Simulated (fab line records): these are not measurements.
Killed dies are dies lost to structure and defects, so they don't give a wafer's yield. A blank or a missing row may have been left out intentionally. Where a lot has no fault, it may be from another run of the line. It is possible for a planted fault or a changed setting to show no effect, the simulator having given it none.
8D (eight disciplines) problem report, filled in by code -- flow gf180mcu -- the parts of the form that need people (team, actions taken, sign-off) are left out

== 1. PROBLEM STATEMENT ==
Wafers without a fault read 5e+13, standard deviation 4.5e+10; doseIonsCm2 at GF_HV_LDD_IMPLANT_21 reads a mean of 5e+13 on 6 wafers belonging to 2 lots. Measured from the usual mean, that is +26 standard deviations.
The first sign was on wafer L723.1 at day 14 19:09, on implanter-01. At this step, 42 wafers from 14 lots have a number in the record. Rule for "out" (also "out of limits"): further than 4 standard deviations from the usual mean. The other wafers with a number count as sound.

== 2. WHAT IT IS; WHAT IT IS NOT ==
question,is,is not
which readings at this step,doseIonsCm2,beamEnergyKeV
which lots,"L723, L724","L711, L712, L713, L714, L716, L717, L718, L719, L730, L731, L732, L734"
which wafers of those lots,all that have a number,-
read on which tools,implanter-01,"implanter-03, implanter-04"
when,from day 14 19:09,"up to then (24 sound wafers); but 12 sound wafers of L730, L731, L732, L734 came after"

== 3. WHAT RULES OUT EACH SUSPECT ==
Counting: a tool stays on the suspect list if, at a process step up to the reading, it processed all lots that are out and no sound lot following the first of them.
- implanter-01 at GF_HV_LDD_IMPLANT_21: kept. It processed each lot that is out, first L723 at day 14 19:09, and no sound lot thereafter; up to then, the last sound lot it processed was L716 at day 12 19:14. On those wafers its own readings are out: doseIonsCm2.
Remaining after the count: implanter-01 at GF_HV_LDD_IMPLANT_21.

== 4. THE CAUSE (what the simulator had put in) ==
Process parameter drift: implanter-01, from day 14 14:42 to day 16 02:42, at GF_HV_LDD_IMPLANT_21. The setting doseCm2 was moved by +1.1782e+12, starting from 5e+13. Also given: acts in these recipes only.
Only this tool survived the counting.

== 5. THE CHAIN OF EFFECTS, in route order ==
One row per reading whose mean, taken over the struck wafers that have a number, lies over 3 standard deviations from the usual. Only readings for which the record gives a usual standard deviation are gone through. hours: the time from each lot's start at the first step in this table that gives one to its start at this step, as a median over the lots. sigmas: the change in usual standard deviations.
hours,step,reading,usual,on struck wafers,change,sigmas
0,GF_HV_LDD_IMPLANT_21,doseIonsCm2,5e+13,5e+13,+1e+12,+26
It contains these process steps:
- GF_HV_LDD_IMPLANT_21
Later measuring or inspecting steps at which every struck wafer that the step has a row for has a number for every such reading, and none has moved that far: GF_M1_OVL_MEAS_15.

== 6. WHAT WOULD HAVE CAUGHT IT SOONER ==
In this record the first reading out of limits was taken at day 14 19:09, 4 hours after the fault began at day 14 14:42.
